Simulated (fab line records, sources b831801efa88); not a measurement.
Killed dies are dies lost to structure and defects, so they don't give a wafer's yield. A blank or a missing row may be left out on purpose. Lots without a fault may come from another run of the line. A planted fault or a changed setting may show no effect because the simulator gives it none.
Which tool did it? | flow sky130 | 10 lots, 30 wafers sampled, at 6 steps of a route of 708

WHAT THE GAUGES READ, wafer by wafer
SKY_POLY_GATE_THK_MEAS_01.
lot  | measured     | on            | POLY_GATE_CVD_00_THK (nm)
L188 | day 14 16:14 | film_metro-04 | 181.0 180.0 180.7
L195 | day 16 22:01 | film_metro-03 | 181.1 181.3 180.3
L196 | day 17 16:47 | film_metro-01 | 178.6 179.1 180.3
L197 | day 17 16:47 | film_metro-03 | 179.9 180.6 181.3
L198 | day 18 03:07 | film_metro-01 | 170.2 164.1 151.5
L199 | day 18 10:59 | film_metro-01 | 142.6 164.1 168.8
L206 | day 21 06:46 | film_metro-03 | 181.8 181.4 180.4
L207 | day 21 08:17 | film_metro-01 | 183.4 181.7 180.2
L208 | day 21 18:42 | film_metro-01 | 181.6 182.2 181.3
L209 | day 21 23:18 | film_metro-04 | 181.6 182.4 180.7

SKY_VIA1_THK_MEAS_01.
lot  | measured     | on            | VIA1_HDPCVD_THK (nm)
L188 | day 33 08:03 | film_metro-04 | 1041 1050 1041
L195 | day 35 15:52 | film_metro-04 | 1027 1036 1037
L196 | day 36 08:16 | film_metro-04 | 1046 1028 1034
L197 | day 36 03:56 | film_metro-01 | 1036 1036 1039
L198 | day 36 12:35 | film_metro-01 | 1040 1061 1060
L199 | day 36 23:17 | film_metro-03 | 1032 1028 1043
L206 | day 39 06:18 | film_metro-03 | 1059 1032 1038
L207 | day 39 08:02 | film_metro-03 | 1040 1034 1050
L208 | day 39 14:08 | film_metro-04 | 1045 1045 1042
L209 | day 39 16:01 | film_metro-01 | 1020 1016 1030

SKY_VIA1_BOW_MEAS_03.
lot  | measured     | on            | VIA1_BOW (um)
L188 | day 33 08:25 | film_metro-03 | 78 81 70
L195 | day 35 16:13 | film_metro-04 | 77 73 63
L196 | day 36 08:38 | film_metro-01 | 67 75 57
L197 | day 36 04:19 | film_metro-03 | 70 74 84
L198 | day 36 12:58 | film_metro-04 | 65 74 77
L199 | day 36 23:39 | film_metro-03 | 76 86 78
L206 | day 39 06:41 | film_metro-01 | 75 85 83
L207 | day 39 08:25 | film_metro-01 | 67 86 69
L208 | day 39 14:31 | film_metro-04 | 73 89 85
L209 | day 39 16:23 | film_metro-03 | 76 84 74

WHICH TOOL RAN EACH LOT (tool, then ch and the chambers of the sampled wafers, then the start)
lot  | SKY_POLY_GATE_CVD_00        | SKY_POLY_GATE_ETCH_17            | SKY_LI_CONTACT_SPUTTER_19
L188 | lpcvd-01 ch 0, day 14 15:02 | rie_si-02 ch 0,2, day 17 01:18   | pvd_sputter-03, day 29 17:52
L195 | lpcvd-01 ch 0, day 16 20:49 | rie_si-01 ch 0,1,2, day 19 11:15 | pvd_sputter-02, day 32 01:41
L196 | lpcvd-01 ch 1, day 17 15:35 | rie_si-02 ch 0,1,3, day 20 07:13 | pvd_sputter-03, day 32 18:47
L197 | lpcvd-01 ch 1, day 17 15:35 | rie_si-01 ch 1,3, day 20 07:06   | pvd_sputter-03, day 32 15:13
L198 | lpcvd-01 ch 0, day 18 01:55 | rie_si-02 ch 2,3, day 20 19:09   | pvd_sputter-03, day 33 00:58
L199 | lpcvd-01 ch 1, day 18 09:11 | rie_si-01 ch 0,2, day 21 02:41   | pvd_sputter-04, day 33 09:37
L206 | lpcvd-01 ch 1, day 21 05:32 | rie_si-02 ch 0,3, day 23 21:25   | pvd_sputter-03, day 35 20:23
L207 | lpcvd-01 ch 0, day 21 07:04 | rie_si-01 ch 1,2, day 23 22:51   | pvd_sputter-04, day 35 21:41
L208 | lpcvd-01 ch 0, day 21 17:29 | rie_si-02 ch 1,2,3, day 24 07:40 | pvd_sputter-04, day 36 03:32
L209 | lpcvd-01 ch 1, day 21 22:06 | rie_si-01 ch 0,3, day 24 12:41   | pvd_sputter-03, day 36 06:22
- SKY_POLY_GATE_CVD_00: deposits poly-Si, target thk 180 nm, time 720 s.
- SKY_POLY_GATE_ETCH_17: etches poly-Si in HBr/Cl2, stops on SiO2, target depth 180 nm, time 70.5 s.
- SKY_LI_CONTACT_SPUTTER_19: material Ti, target thk 20 nm, time 106.37 s.

WHAT THE TOOLS THEMSELVES READ (means of the sampled wafers that have a number; where no wafer has one, the mark that the record gives instead)
SKY_POLY_GATE_CVD_00.
lot  | tool     | spike_tc_centre_C (C) | spike_tc_lower_C (C) | spike_tc_upper_C (C) | zone_power_centre_pct (%) | zone_power_lower_pct (%) | zone_power_top_pct (%) | zone_power_upper_pct (%)
L188 | lpcvd-01 | 620.8                 | 620.1                | 619.6                | 9.9                       | 8.76                     | 15.5                   | 8.2
L195 | lpcvd-01 | 621.2                 | 619.8                | 619.2                | 9.8                       | 8.88                     | 15.7                   | 8.2
L196 | lpcvd-01 | 619.4                 | 622.3                | 621.7                | 9.0                       | 8.50                     | 19.8                   | 9.7
L197 | lpcvd-01 | 620.2                 | 622.2                | 621.4                | 9.2                       | 8.36                     | 19.6                   | 9.8
L198 | lpcvd-01 | 587.4                 | 625.3                | 622.7                | 3.8                       | 11.49                    | 15.3                   | 10.9
L199 | lpcvd-01 | 587.0                 | 626.1                | 626.4                | 3.5                       | 11.10                    | 19.4                   | 12.8
L206 | lpcvd-01 | 619.9                 | 622.2                | 621.2                | 9.0                       | 8.46                     | 19.6                   | 9.7
L207 | lpcvd-01 | 619.9                 | 619.6                | 618.5                | 10.0                      | 8.71                     | 15.5                   | 8.2
L208 | lpcvd-01 | 620.5                 | 619.6                | 619.2                | 10.0                      | 8.76                     | 15.5                   | 8.2
L209 | lpcvd-01 | 620.6                 | 622.7                | 620.2                | 9.0                       | 8.43                     | 19.7                   | 9.7

SKY_POLY_GATE_ETCH_17.
lot  | tool      | bias_w (W) | chamber_pressure_mTorr (mTorr) | drypump_motor_current_A (A) | mfc_cl2_sccm (sccm) | oes_product_au (a.u.) | rf_fwd_power_W (W) | throttle_valve_pct (%)
L188 | rie_si-02 | 100.1      | 9.996                          | 5.7                         | 49.87               | 0.997                 | 396.1              | 33.687
L195 | rie_si-01 | 99.6       | 9.998                          | 5.4                         | 49.87               | 0.991                 | 398.2              | 33.697
L196 | rie_si-02 | 100.1      | 10.009                         | 5.8                         | 49.97               | 0.985                 | 396.3              | 33.680
L197 | rie_si-01 | 100.3      | 10.007                         | 5.2                         | 50.10               | 0.993                 | 398.6              | 33.685
L198 | rie_si-02 | 100.0      | 9.999                          | 6.0                         | 50.05               | 0.922                 | 395.2              | 33.687
L199 | rie_si-01 | 99.9       | 9.998                          | 5.8                         | 50.07               | 0.959                 | 397.8              | 33.679
L206 | rie_si-02 | 100.1      | 9.994                          | 6.1                         | 49.95               | 0.989                 | 395.0              | 33.684
L207 | rie_si-01 | 100.2      | 9.998                          | 5.4                         | 49.96               | 0.993                 | 397.1              | 33.685
L208 | rie_si-02 | 100.1      | 9.997                          | 5.6                         | 49.99               | 0.992                 | 396.6              | 33.691
L209 | rie_si-01 | 100.1      | 10.003                         | 5.4                         | 50.00               | 0.984                 | 397.0              | 33.689

SKY_LI_CONTACT_SPUTTER_19.
lot  | tool           | cathode_dc_power_W (W) | substrate_temp_c (C) | throttle_valve_pct (%)
L188 | pvd_sputter-03 | 2500.3                 | 199.95               | 29.9
L195 | pvd_sputter-02 | 2500.5                 | 200.11               | 30.4
L196 | pvd_sputter-03 | 2500.1                 | 199.89               | 30.2
L197 | pvd_sputter-03 | 2499.8                 | 200.06               | 29.4
L198 | pvd_sputter-03 | 2500.4                 | 200.16               | 29.2
L199 | pvd_sputter-04 | 2499.8                 | 199.91               | 29.8
L206 | pvd_sputter-03 | 2500.0                 | 200.15               | 29.7
L207 | pvd_sputter-04 | 2500.2                 | 200.01               | 30.5
L208 | pvd_sputter-04 | 2500.4                 | 200.16               | 29.4
L209 | pvd_sputter-03 | 2500.2                 | 200.07               | 29.5

THE ANSWER, worked out from the rows above alone
Rule: what is usual is taken from the lots themselves. Put in order of their means at a reading, lots are off if they are a third of the lots or fewer, leave a main group of 4 or more, and stand apart from it by a gap of 3 or more times the standard deviation of the main group's means; of several such gaps the widest counts. A main group whose means are all the same, to the digits that the tables above print for the reading, isn't used. A lot without any number at a reading at which 4 lots or more have one is off too. The other lots that the step has rows for count as sound. The gauges are gone through in route order, then the tools' own readings, and for those a lot's mean is taken as printed above. The first step at which some lot is off is used, and at that step the reading that is off furthest; a lot without a number counts as furthest.
Off: L198, L199, at SKY_POLY_GATE_THK_MEAS_01 (POLY_GATE_CVD_00_THK). The main group: mean 181.0 nm, standard deviation 0.75.
A tool fits if, at a process step before that reading, it ran every lot that is off, and no sound lot after the first of them. The gauges at SKY_POLY_GATE_THK_MEAS_01 aren't tried: what is off there is off at SKY_POLY_GATE_CVD_00 too, on other tools, and a gauge's error can't cause that. None of those tried fits.

WHAT THE SIMULATOR HAD PUT IN
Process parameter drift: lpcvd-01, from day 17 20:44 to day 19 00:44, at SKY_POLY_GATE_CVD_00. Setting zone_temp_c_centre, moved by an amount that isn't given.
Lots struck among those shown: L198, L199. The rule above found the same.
